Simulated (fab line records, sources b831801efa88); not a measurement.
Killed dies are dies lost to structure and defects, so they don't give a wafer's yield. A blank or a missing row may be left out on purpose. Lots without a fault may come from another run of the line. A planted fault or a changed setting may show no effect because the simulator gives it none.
Which tool did it? | flow sky130 | 10 lots, 30 wafers sampled, at 6 steps of a route of 708

WHAT THE GAUGES READ, wafer by wafer
SKY_SD_P_TW_MEAS_11.
lot  | measured     | on            | SD_P_TW
L655 | day 26 16:50 | film_metro-03 | 2875 2860 2873
L657 | day 27 10:02 | film_metro-01 | 2813 2795 2797
L659 | day 28 00:04 | film_metro-01 | 2790 2792 2800
L660 | day 28 17:32 | film_metro-01 | 2806 2797 2806
L662 | day 29 00:55 | film_metro-01 | 2810 2807 2811
L665 | day 30 08:16 | film_metro-01 | 2820 2808 2818
L667 | day 32 10:05 | film_metro-03 | 2857 2863 2867
L670 | day 32 12:19 | film_metro-04 | 2845 2842 2853
L671 | day 32 16:34 | film_metro-01 | 2963 2962 2976 2962 2970 2955
L674 | day 33 07:07 | film_metro-04 | 3022 3022 3013 3006 3027 3031

SKY_SD_N_RS_MEAS_17: measures by four-point-probe.
lot  | measured     | on            | SD_P_RS (ohm/sq)
L655 | day 29 02:31 | film_metro-03 | 146.9 146.5 146.5
L657 | day 29 19:11 | film_metro-01 | 146.7 147.1 146.7
L659 | day 30 08:34 | film_metro-03 | 146.6 146.4 146.9
L660 | day 31 01:41 | film_metro-01 | 145.9 146.7 145.8
L662 | day 31 08:13 | film_metro-01 | 146.6 146.7 147.2
L665 | day 32 15:37 | film_metro-03 | 147.0 147.1 147.2
L667 | day 34 14:42 | film_metro-04 | 147.0 147.3 147.0
L670 | day 34 18:19 | film_metro-04 | 148.0 147.8 148.1
L671 | day 34 21:44 | film_metro-01 | 138.8 138.7 138.8 138.9 138.5 138.9
L674 | day 35 12:32 | film_metro-04 | 138.6 138.6 138.8 138.9 138.7 138.5

WHICH TOOL RAN EACH LOT (tool, then ch and the chambers of the sampled wafers, then the start)
lot  | SKY_LDD_LDN_STRIP_12                 | SKY_SD_P_IMPLANT_09             | SKY_SD_P_STRIP_10                    | SKY_RES_XHIGH_STRIP_08
L655 | plasma_asher-02 ch 0,1, day 24 03:37 | implanter-04 ch 0, day 26 16:37 | plasma_asher-02 ch 0,1, day 26 16:45 | plasma_asher-02 ch 0,1, day 27 21:44
L657 | plasma_asher-01 ch 0,1, day 24 21:52 | implanter-02 ch 0, day 27 09:49 | plasma_asher-04 ch 0,1, day 27 09:56 | plasma_asher-02 ch 0,1, day 28 14:32
L659 | plasma_asher-04 ch 0,1, day 25 12:53 | implanter-03 ch 0, day 27 23:50 | plasma_asher-03 ch 0,1, day 27 23:58 | plasma_asher-01 ch 0,1, day 29 04:29
L660 | plasma_asher-04 ch 0,1, day 26 06:20 | implanter-02 ch 0, day 28 17:20 | plasma_asher-03 ch 0,1, day 28 17:26 | plasma_asher-02 ch 0,1, day 29 20:50
L662 | plasma_asher-02 ch 0,1, day 26 13:57 | implanter-03 ch 0, day 29 00:40 | plasma_asher-03 ch 0,1, day 29 00:49 | plasma_asher-01 ch 0,1, day 30 04:27
L665 | plasma_asher-01 ch 0,1, day 27 22:41 | implanter-03 ch 0, day 30 08:01 | plasma_asher-02 ch 0,1, day 30 08:10 | plasma_asher-02 ch 0,1, day 31 11:28
L667 | plasma_asher-01 ch 0,1, day 30 00:32 | implanter-04 ch 0, day 32 09:52 | plasma_asher-03 ch 0,1, day 32 09:59 | plasma_asher-02 ch 0,1, day 33 12:05
L670 | plasma_asher-01 ch 0,1, day 30 02:02 | implanter-02 ch 0, day 32 12:04 | plasma_asher-04 ch 0,1, day 32 12:13 | plasma_asher-01 ch 0,1, day 33 15:01
L671 | plasma_asher-04 ch 0,1, day 30 06:59 | implanter-04 ch 0, day 32 16:20 | plasma_asher-04 ch 0,1, day 32 16:28 | plasma_asher-03 ch 0,1, day 33 18:52
L674 | plasma_asher-01 ch 0,1, day 30 23:45 | implanter-04 ch 0, day 33 06:53 | plasma_asher-02 ch 0,1, day 33 07:01 | plasma_asher-02 ch 0,1, day 34 09:18
- SKY_LDD_LDN_STRIP_12: strips in O2/N2.
- SKY_SD_P_IMPLANT_09
- SKY_SD_P_STRIP_10: strips in O2/N2.
- SKY_RES_XHIGH_STRIP_08: strips in O2/N2.

WHAT THE TOOLS THEMSELVES READ (means of the sampled wafers that have a number; where no wafer has one, the mark that the record gives instead)
SKY_LDD_LDN_STRIP_12.
lot  | tool            | drypump_motor_current_A (A) | oes_product_au (a.u.) | strip_time_to_endpoint_s (s)
L655 | plasma_asher-02 | 5.74                        | 0.719                 | 14.26
L657 | plasma_asher-01 | 5.31                        | 0.715                 | 14.23
L659 | plasma_asher-04 | 5.46                        | 0.716                 | 14.15
L660 | plasma_asher-04 | 5.47                        | 0.713                 | 14.19
L662 | plasma_asher-02 | 5.63                        | 0.711                 | 14.18
L665 | plasma_asher-01 | 5.30                        | 0.716                 | 14.17
L667 | plasma_asher-01 | 5.32                        | 0.716                 | 14.21
L670 | plasma_asher-01 | 5.31                        | 0.718                 | 14.20
L671 | plasma_asher-04 | 5.51                        | 0.717                 | 14.27
L674 | plasma_asher-01 | 5.30                        | 0.715                 | 14.15

SKY_SD_P_IMPLANT_09.
lot  | tool         | tilt_deg (degrees)
L655 | implanter-04 | 0.003
L657 | implanter-02 | -0.004
L659 | implanter-03 | -0.011
L660 | implanter-02 | 0.018
L662 | implanter-03 | 0.006
L665 | implanter-03 | 0.021
L667 | implanter-04 | -0.003
L670 | implanter-02 | 0.003
L671 | implanter-04 | 6.968
L674 | implanter-04 | 6.970

SKY_SD_P_STRIP_10.
lot  | tool            | drypump_motor_current_A (A) | oes_product_au (a.u.) | strip_time_to_endpoint_s (s)
L655 | plasma_asher-02 | 5.8                         | 0.620                 | 17.47
L657 | plasma_asher-04 | 5.5                         | 0.615                 | 17.53
L659 | plasma_asher-03 | 5.5                         | 0.620                 | 17.43
L660 | plasma_asher-03 | 5.6                         | 0.621                 | 17.45
L662 | plasma_asher-03 | 5.1                         | 0.619                 | 17.51
L665 | plasma_asher-02 | 5.7                         | 0.614                 | 17.52
L667 | plasma_asher-03 | 5.1                         | 0.616                 | 17.49
L670 | plasma_asher-04 | 5.5                         | 0.618                 | 17.52
L671 | plasma_asher-04 | 5.5                         | 0.614                 | 17.44
L674 | plasma_asher-02 | 5.8                         | 0.618                 | 17.46

SKY_RES_XHIGH_STRIP_08.
lot  | tool            | drypump_motor_current_A (A) | oes_product_au (a.u.) | strip_time_to_endpoint_s (s)
L655 | plasma_asher-02 | 5.7                         | 0.709                 | 14.24
L657 | plasma_asher-02 | 5.6                         | 0.711                 | 14.32
L659 | plasma_asher-01 | 5.3                         | 0.713                 | 14.22
L660 | plasma_asher-02 | 5.6                         | 0.713                 | 14.30
L662 | plasma_asher-01 | 5.3                         | 0.707                 | 14.31
L665 | plasma_asher-02 | 5.7                         | 0.710                 | 14.20
L667 | plasma_asher-02 | 5.7                         | 0.713                 | 14.24
L670 | plasma_asher-01 | 5.3                         | 0.711                 | 14.30
L671 | plasma_asher-03 | 5.5                         | 0.716                 | 14.29
L674 | plasma_asher-02 | 5.7                         | 0.713                 | 14.26

THE ANSWER, worked out from the rows above alone
Rule: what is usual is taken from the lots themselves. Put in order of their means at a reading, lots are off if they are a third of the lots or fewer, leave a main group of 4 or more, and stand apart from it by a gap of 3 or more times the standard deviation of the main group's means; of several such gaps the widest counts. A main group whose means are all the same, to the digits that the tables above print for the reading, isn't used. A lot without any number at a reading at which 4 lots or more have one is off too. The other lots that the step has rows for count as sound. The gauges are gone through in route order, then the tools' own readings, and for those a lot's mean is taken as printed above. The first step at which some lot is off is used, and at that step the reading that is off furthest; a lot without a number counts as furthest.
Off: L671, L674, at SKY_SD_P_TW_MEAS_11 (SD_P_TW). The main group: mean 2825, standard deviation 28.
A tool fits if, at a process step before that reading, it ran every lot that is off, and no sound lot after the first of them. The gauges at SKY_SD_P_TW_MEAS_11 aren't tried: what is off there is off at SKY_SD_P_IMPLANT_09 too, on other tools, and a gauge's error can't cause that. One fits: implanter-04 at SKY_SD_P_IMPLANT_09. Its last sound lot is L667 (day 32 09:52), its first lot that is off L671 (day 32 16:20): a fault that began between those two fits.
The tool's own readings at SKY_SD_P_IMPLANT_09 bear it out: on the lots that are off they differ by more than 5 times the standard deviation of the sound lots' means. tilt_deg reads 6.969 degrees there against 0.004 degrees on the sound lots.

WHAT THE SIMULATOR HAD PUT IN
Process parameter drift: implanter-04, from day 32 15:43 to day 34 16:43, at SKY_SD_P_IMPLANT_09. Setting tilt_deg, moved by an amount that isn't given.
Lots struck among those shown: L671, L674. The rule above found the same.
